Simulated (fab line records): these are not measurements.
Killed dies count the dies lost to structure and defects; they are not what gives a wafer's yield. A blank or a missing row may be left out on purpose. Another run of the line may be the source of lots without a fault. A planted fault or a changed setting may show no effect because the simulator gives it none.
Struck lot and sound lot, side by side || flow sky130 || 19 steps out of a route of 708
Sound: the wafers L915.1, L915.2, L915.6. Wafers struck: L923.3, L923.6. The cause is named last.
Each step with rows lists, per side, the tool, then ch with its chambers, then its first start. Under that, the readings that differ: sound wafers || struck wafers || difference of the means || sigmas: that difference in standard deviations of wafers without a fault.
alike: same words and numbers on both sides, and readings whose means sit less than 2 such deviations apart. not compared: any withheld reading, any reading some wafer has no value for, any bound like >300 that may hide the same value, and any number with overlapping values for which the record gives no deviation.
Wherever a step has rows on one side only, a row that says differs or no value, or a row with sigmas, the two part there. Numbers that have no deviation but don't overlap get no sigmas and don't part them. A reading that every wafer of one side lacks parts them only if that side has two wafers or more.

first, 1 step without rows for these wafers: SKY_VIA4_CMP_21 (polishes, stops on SiO2, t overpolish 25 s, target thk 0 nm).
SKY_METAL5_SPUTTER_00: material Ti, target thk 15 nm, time 10 s.
  struck on pvd sputter-03, day 46 23:07; sound on pvd sputter-04, day 44 00:23
  alike: throttle valve pct
SKY_METAL5_SPUTTER_01: material TiN, target thk 20 nm, time 16.7 s.
  struck on pvd sputter-03, day 46 23:09; sound on pvd sputter-04, day 44 00:24
  alike: throttle valve pct
SKY_METAL5_SPUTTER_02: material AlCu, target thk 1150 nm, time 61.2 s.
  struck on pvd sputter-03, day 46 23:10; sound on pvd sputter-04, day 44 00:25
  alike: throttle valve pct
then, 1 step without rows for these wafers: SKY_METAL5_SPUTTER_03 (material Ti, target thk 5 nm, time 3.3 s).
SKY_METAL5_SPUTTER_04: material TiN, target thk 70 nm, time 58.3 s.
  struck on pvd sputter-03, day 46 23:14; sound on pvd sputter-04, day 44 00:29
  alike: throttle valve pct
SKY_METAL5_RS_MEAS_05: measurement is done with a four-point probe.
  struck on film metro-03, day 46 23:20; sound on film metro-04, day 44 00:32
  alike: METAL5_ALCU_RS
SKY_METAL5_THK_MEAS_06: measures by xrf.
  struck on film metro-03, day 46 23:26; sound on film metro-04, day 44 00:40
  alike: METAL5_ALCU_THK
then, 4 steps without rows for these wafers: SKY_METAL5_DEHYDRATE_07 (time 60 s); SKY_METAL5_HMDS_08 (prime time 60 s); SKY_METAL5_COAT_09 (resist thk 1800 nm); SKY_METAL5_SOFTBAKE_10 (time 60 s).
SKY_METAL5_EXPOSE_11: exposes mask MM5, target cd 1600 nm.
  sound on iline stepper-01 ch 0, day 44 12:22; struck on iline stepper-01 ch 0, day 47 09:22
  alike: mask, stage vel mm s
then, 2 steps without rows for these wafers: SKY_METAL5_PEB_12; SKY_METAL5_DEVELOP_13 (develop time 60 s).
SKY_METAL5_DESCUM_14: chemistry O2, time 11 s.
  sound on rie metal-01 ch 0,1, day 44 22:12; struck on rie metal-04 ch 0,1, day 47 18:49
{"reading": "model.METAL5.cd nm (nm)", "sound": "1599 1598 1597", "struck": "1542 1518", "difference": -68, "sigmas": ""}
  alike: drypump motor current A, oes product au
  not compared: rf hours counter h
SKY_METAL5_METAL_ETCH_15: etches the open film in Cl2/BCl3, stops on SiO2, target depth 1260 nm, time 252 s.
  sound on rie metal-01 ch 0,1, day 44 22:14; struck on rie metal-04 ch 0,1, day 47 18:55
{"reading": "model.METAL5.cd nm (nm)", "sound": "1591 1603 1591", "struck": "1538 1517", "difference": -68, "sigmas": ""}
  alike: drypump motor current A, oes product au, throttle valve pct
  not compared: rf hours counter h
SKY_METAL5_STRIP_16: strips in O2/N2.
  sound on plasma asher-01 ch 0,1, day 44 22:28; struck on plasma asher-02 ch 0,1, day 47 19:06
  alike: drypump motor current A, oes product au, strip time to endpoint s
  not compared: rf hours counter h
SKY_PAD_OPEN_PROBE_99:
  struck on prober-02, day 49 12:01; sound on prober-01, day 46 19:04
{"reading": "model.etest.met5.width nm (nm)", "sound": "1588 1605 1592", "struck": "1537 1517", "difference": -68, "sigmas": ""}
{"reading": "model.etest.met5.line ohm um", "sound": "0.01736 0.01667 0.01731", "struck": "0.0175 0.01764", "difference": "+0.0005", "sigmas": ""}
  alike: defect limited yield, killed_at_M0_to_M3, killed_at_M4_up, killed at contacts, killed at front end, killed at other, killed dies, killed open, killed short, sort_bin_3_pad_short, sort_bin_5_function, sort_bin_6_memory, sort n pass, sort yield pct

WHERE THEY PART
Nowhere in this record.

WHY: the cause the simulator had injected
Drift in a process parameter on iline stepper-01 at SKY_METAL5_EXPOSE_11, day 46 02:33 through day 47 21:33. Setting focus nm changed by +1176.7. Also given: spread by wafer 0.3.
